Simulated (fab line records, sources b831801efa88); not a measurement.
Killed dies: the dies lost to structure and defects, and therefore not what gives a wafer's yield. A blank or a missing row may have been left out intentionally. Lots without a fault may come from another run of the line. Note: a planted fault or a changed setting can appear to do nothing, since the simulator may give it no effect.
Which tool did it? | flow sky130 | 24 lots, 72 wafers sampled, at 5 steps of a route of 708

## WHAT THE GAUGES SHOWED, per wafer
SKY_METAL1_RS_MEAS_05: measures by four-point-probe.
lot  | measured     | on            | METAL1_ALCU_RS (ohm/sq)
L074 | day 31 09:29 | film_metro-02 | 0.1293 0.1296 0.1264
L075 | day 31 16:08 | film_metro-03 | 0.1256 0.1280 0.1248
L076 | day 31 19:33 | film_metro-03 | 0.1253 0.1266 0.1258
L077 | day 32 08:17 | film_metro-03 | 0.1267 0.1275 0.1280
L078 | day 32 14:32 | film_metro-01 | 0.1278 0.1267 0.1264
L079 | day 33 04:47 | film_metro-02 | 0.1263 0.1259 0.1276
L080 | day 33 08:25 | film_metro-02 | 0.1236 0.1251 0.1254
L081 | day 33 16:22 | film_metro-02 | 0.1272 0.1266 0.1259
L082 | day 33 23:28 | film_metro-02 | 0.1240 0.1226 0.1228
L083 | day 34 13:47 | film_metro-01 | 0.1264 0.1262 0.1263
L084 | day 34 22:25 | film_metro-02 | 0.1298 0.1298 0.1272
L085 | day 34 23:47 | film_metro-03 | 0.1249 0.1239 0.1240
L086 | day 35 08:04 | film_metro-01 | 0.1276 0.1254 0.1266
L087 | day 35 11:25 | film_metro-01 | 0.1246 0.1268 0.1270
L088 | day 35 21:44 | film_metro-02 | 0.1272 0.1270 0.1264
L089 | day 36 07:24 | film_metro-01 | 0.1257 0.1249 0.1261
L090 | day 36 13:56 | film_metro-03 | 0.1272 0.1295 0.1287
L091 | day 36 23:16 | film_metro-01 | 0.1282 0.1283 0.1299
L092 | day 37 13:00 | film_metro-01 | 0.1240 0.1258 0.1248
L094 | day 39 05:50 | film_metro-03 | 0.1255 0.1278 0.1270
L097 | day 39 06:06 | film_metro-01 | 0.1270 0.1279 0.1280
L095 | day 39 07:08 | film_metro-02 | 0.1265 0.1250 0.1248
L093 | day 39 08:58 | film_metro-03 | 0.1226 0.1231 0.1231
L096 | day 39 12:34 | film_metro-02 | 0.1258 0.1240 0.1272

SKY_VIA4_RS_MEAS_19: measures by four-point-probe.
lot  | measured     | on            | VIA4_W_RS (ohm/sq)
L074 | day 42 13:48 | film_metro-03 | 0.2275 0.2250 0.2278
L075 | day 42 20:43 | film_metro-03 | 0.2270 0.2290 0.2268
L076 | day 43 00:10 | film_metro-01 | 0.2280 0.2280 0.2292
L077 | day 43 11:51 | film_metro-03 | 0.2249 0.2250 0.2259
L078 | day 43 14:26 | film_metro-01 | 0.2315 0.2283 0.2325
L079 | day 44 03:28 | film_metro-03 | 0.2267 0.2255 0.2243
L080 | day 44 04:53 | film_metro-04 | 0.2300 0.2302 0.2299
L081 | day 44 13:22 | film_metro-04 | 0.2253 0.2281 0.2257
L082 | day 44 17:44 | film_metro-04 | 0.2307 0.2324 0.2325
L083 | day 45 06:51 | film_metro-04 | 0.2270 0.2326 0.2301
L084 | day 45 14:39 | film_metro-03 | 0.2270 0.2296 0.2285
L085 | day 45 16:15 | film_metro-01 | 0.2235 0.2265 0.2223
L086 | day 45 21:47 | film_metro-01 | 0.2300 0.2291 0.2319
L087 | day 45 23:33 | film_metro-01 | 0.2263 0.2244 0.2238
L088 | day 46 09:33 | film_metro-03 | 0.2287 0.2257 0.2321
L089 | day 46 17:14 | film_metro-03 | 0.2268 0.2304 0.2285
L090 | day 46 21:37 | film_metro-03 | 0.2254 0.2292 0.2282
L091 | day 47 01:53 | film_metro-01 | 0.2244 0.2232 0.2247
L092 | day 47 14:42 | film_metro-01 | 0.2277 0.2280 0.2315
L094 | day 48 19:06 | film_metro-04 | 0.2267 0.2260 0.2261
L097 | day 48 20:52 | film_metro-04 | 0.2278 0.2233 0.2267
L095 | day 48 23:07 | film_metro-04 | 0.2279 0.2310 0.2281
L093 | day 48 23:43 | film_metro-01 | 0.2259 0.2242 0.2231
L096 | day 49 04:02 | film_metro-03 | 0.2256 0.2239 0.2243

## EACH LOT AND THE TOOL THAT RAN IT (in order: tool; ch and the chambers of the sampled wafers; start)
lot  | SKY_METAL1_SPUTTER_00        | SKY_VIA1_ETCH_15                   | SKY_VIA2_ETCH_14
L074 | pvd_sputter-03, day 31 09:18 | rie_diel-01 ch 0,1,2, day 33 16:23 | rie_diel-03 ch 0,1,2, day 36 00:38
L075 | pvd_sputter-03, day 31 15:58 | rie_diel-01 ch 0,1, day 34 00:08   | rie_diel-03 ch 1,2, day 36 07:23
L076 | pvd_sputter-02, day 31 19:23 | rie_diel-01 ch 0,3, day 34 03:14   | rie_diel-01 ch 0,1,3, day 36 11:28
L077 | pvd_sputter-02, day 32 08:09 | rie_diel-02 ch 0,1,2, day 34 15:49 | rie_diel-03 ch 0,3, day 36 23:59
L078 | pvd_sputter-03, day 32 14:24 | rie_diel-01 ch 0,1,2, day 34 21:58 | rie_diel-04 ch 0,1,2, day 37 05:52
L079 | pvd_sputter-01, day 33 04:38 | rie_diel-04 ch 2,3, day 35 11:56   | rie_diel-04 ch 0,2,3, day 37 18:59
L080 | pvd_sputter-02, day 33 08:17 | rie_diel-02 ch 1,2, day 35 15:23   | rie_diel-04 ch 1,2,3, day 37 22:08
L081 | pvd_sputter-02, day 33 16:11 | rie_diel-02 ch 1,2, day 35 23:02   | rie_diel-04 ch 2,3, day 38 06:23
L082 | pvd_sputter-02, day 33 23:17 | rie_diel-01 ch 0,2,3, day 36 04:40 | rie_diel-04 ch 1,3, day 38 11:31
L083 | pvd_sputter-02, day 34 13:38 | rie_diel-01 ch 0,1,3, day 36 19:55 | rie_diel-04 ch 1,3, day 39 01:23
L084 | pvd_sputter-03, day 34 22:16 | rie_diel-01 ch 0,1,3, day 37 05:14 | rie_diel-04 ch 1,2, day 39 10:53
L085 | pvd_sputter-01, day 34 23:39 | rie_diel-02 ch 1,2, day 37 06:34   | rie_diel-04 ch 1,2, day 39 12:11
L086 | pvd_sputter-01, day 35 07:54 | rie_diel-04 ch 1,2, day 37 13:55   | rie_diel-03 ch 0,3, day 39 18:41
L087 | pvd_sputter-02, day 35 11:16 | rie_diel-01 ch 0,1, day 37 18:11   | rie_diel-01 ch 1,2, day 39 23:41
L088 | pvd_sputter-01, day 35 21:36 | rie_diel-02 ch 0,1,3, day 38 03:41 | rie_diel-03 ch 0,1,3, day 40 08:44
L089 | pvd_sputter-02, day 36 07:16 | rie_diel-01 ch 2,3, day 38 12:34   | rie_diel-04 ch 0,1,3, day 40 17:58
L090 | pvd_sputter-03, day 36 13:48 | rie_diel-01 ch 2,3, day 38 19:26   | rie_diel-03 ch 0,2,3, day 41 00:53
L091 | pvd_sputter-03, day 36 23:06 | rie_diel-04 ch 2,3, day 39 03:01   | rie_diel-04 ch 1,2,3, day 41 07:22
L092 | pvd_sputter-02, day 37 12:48 | rie_diel-04 ch 1,2,3, day 39 16:13 | rie_diel-01 ch 1,2, day 41 20:38
L094 | pvd_sputter-02, day 39 05:40 | rie_diel-01 ch 0,1,3, day 41 09:05 | rie_diel-03 ch 1,2, day 43 10:07
L097 | pvd_sputter-01, day 39 05:58 | rie_diel-04 ch 0,1,2, day 41 09:26 | rie_diel-03 ch 0,1,2, day 43 11:07
L095 | pvd_sputter-01, day 39 06:59 | rie_diel-01 ch 0,2,3, day 41 10:55 | rie_diel-03 ch 0,2,3, day 43 12:02
L093 | pvd_sputter-02, day 39 08:49 | rie_diel-01 ch 2,3, day 41 12:23   | rie_diel-03 ch 0,3, day 43 13:59
L096 | pvd_sputter-01, day 39 12:24 | rie_diel-02 ch 0,1,2, day 41 15:44 | rie_diel-04 ch 1,2,3, day 43 17:52
- SKY_METAL1_SPUTTER_00: material Ti, target thk 15 nm, time 10 s.
- SKY_VIA1_ETCH_15: etches SiO2 in C4F8/O2/Ar, stops on TiN, target depth 351 nm, time 54 s.
- SKY_VIA2_ETCH_14: etches BARC in N2/H2, stops on SiO2, time 45.9 s, target depth 60 nm.

## WHAT THE TOOLS THEMSELVES READ (means of the sampled wafers that have a number; where no wafer has one, the mark that the record gives instead)
SKY_METAL1_SPUTTER_00.
lot  | tool           | cathode_dc_power_W (W) | throttle_valve_pct (%)
L074 | pvd_sputter-03 | 3000.4                 | 29.7
L075 | pvd_sputter-03 | 2999.7                 | 29.9
L076 | pvd_sputter-02 | 3000.1                 | 30.0
L077 | pvd_sputter-02 | 2999.9                 | 30.6
L078 | pvd_sputter-03 | 3000.0                 | 30.2
L079 | pvd_sputter-01 | 3000.0                 | 30.8
L080 | pvd_sputter-02 | 3000.0                 | 30.3
L081 | pvd_sputter-02 | 2999.9                 | 29.8
L082 | pvd_sputter-02 | 3000.1                 | 30.2
L083 | pvd_sputter-02 | 3000.8                 | 30.6
L084 | pvd_sputter-03 | 3000.0                 | 30.0
L085 | pvd_sputter-01 | 3000.2                 | 30.4
L086 | pvd_sputter-01 | 3000.6                 | 31.1
L087 | pvd_sputter-02 | 3000.2                 | 29.5
L088 | pvd_sputter-01 | 2999.7                 | 30.2
L089 | pvd_sputter-02 | 3000.1                 | 30.1
L090 | pvd_sputter-03 | 3000.0                 | 30.1
L091 | pvd_sputter-03 | 3000.3                 | 29.9
L092 | pvd_sputter-02 | 2999.7                 | 30.3
L094 | pvd_sputter-02 | 2999.9                 | 31.0
L097 | pvd_sputter-01 | 3000.4                 | 30.4
L095 | pvd_sputter-01 | 3000.1                 | 29.8
L093 | pvd_sputter-02 | 2999.9                 | 30.1
L096 | pvd_sputter-01 | 2999.8                 | 30.3

SKY_VIA1_ETCH_15.
lot  | tool        | oes_product_au (a.u.)
L074 | rie_diel-01 | 0.985
L075 | rie_diel-01 | 0.985
L076 | rie_diel-01 | 0.972
L077 | rie_diel-02 | 0.980
L078 | rie_diel-01 | 0.984
L079 | rie_diel-04 | 0.977
L080 | rie_diel-02 | 0.988
L081 | rie_diel-02 | 0.982
L082 | rie_diel-01 | 0.981
L083 | rie_diel-01 | 0.984
L084 | rie_diel-01 | 0.983
L085 | rie_diel-02 | 0.983
L086 | rie_diel-04 | 0.979
L087 | rie_diel-01 | 0.983
L088 | rie_diel-02 | 0.973
L089 | rie_diel-01 | 0.976
L090 | rie_diel-01 | 0.977
L091 | rie_diel-04 | 0.984
L092 | rie_diel-04 | 0.977
L094 | rie_diel-01 | 0.979
L097 | rie_diel-04 | 0.985
L095 | rie_diel-01 | 0.982
L093 | rie_diel-01 | 0.981
L096 | rie_diel-02 | 0.985

SKY_VIA2_ETCH_14.
lot  | tool        | drypump_motor_current_A (A) | oes_product_au (a.u.) | throttle_valve_pct (%)
L074 | rie_diel-03 | 5.93                        | 0.856                 | 13.228
L075 | rie_diel-03 | 6.16                        | 0.860                 | 13.218
L076 | rie_diel-01 | 5.91                        | 0.858                 | 13.226
L077 | rie_diel-03 | 5.74                        | 0.855                 | 13.229
L078 | rie_diel-04 | 5.81                        | 0.857                 | 13.228
L079 | rie_diel-04 | 5.77                        | 0.851                 | 13.223
L080 | rie_diel-04 | 5.75                        | 0.854                 | 13.227
L081 | rie_diel-04 | 5.70                        | 0.854                 | 13.218
L082 | rie_diel-04 | 5.65                        | 0.858                 | 13.232
L083 | rie_diel-04 | 5.64                        | 0.847                 | 13.220
L084 | rie_diel-04 | 5.91                        | 0.857                 | 13.220
L085 | rie_diel-04 | 5.82                        | 0.858                 | 13.224
L086 | rie_diel-03 | 5.76                        | 0.853                 | 13.229
L087 | rie_diel-01 | 5.67                        | 0.856                 | 13.226
L088 | rie_diel-03 | 5.94                        | 0.856                 | 13.236
L089 | rie_diel-04 | 5.66                        | 0.854                 | 13.227
L090 | rie_diel-03 | 5.72                        | 0.856                 | 13.225
L091 | rie_diel-04 | 5.75                        | 0.854                 | 13.223
L092 | rie_diel-01 | 5.68                        | 0.852                 | 13.229
L094 | rie_diel-03 | 5.95                        | 0.855                 | 13.229
L097 | rie_diel-03 | 5.96                        | 0.856                 | 13.227
L095 | rie_diel-03 | 5.74                        | 0.852                 | 13.227
L093 | rie_diel-03 | 5.73                        | 0.854                 | 13.225
L096 | rie_diel-04 | 5.75                        | 0.856                 | 13.230

## THE ANSWER, worked out from the rows above alone
Rule: usual is defined by the lots themselves. Put in order of their means at a reading, lots are off if they are a third of the lots or fewer, leave a main group of 4 or more, and stand apart from it by a gap of 3 or more times the standard deviation of the main group's means; of several such gaps the widest counts. The tables above print the reading to a certain number of digits; a main group whose means all agree to those digits is not used. A lot without any number at a reading at which 4 lots or more have one is off too. All remaining lots with rows at the step are treated as sound. The gauges are gone through in route order, then the tools' own readings, and for those a lot's mean is taken as printed above. At the first step where some lot is off, the reading lying furthest off is the one used; lots without a number count as furthest.
No lot is off on any of the readings shown, so nothing can be concluded from this.

## WHAT THE SIMULATOR HAD INSERTED
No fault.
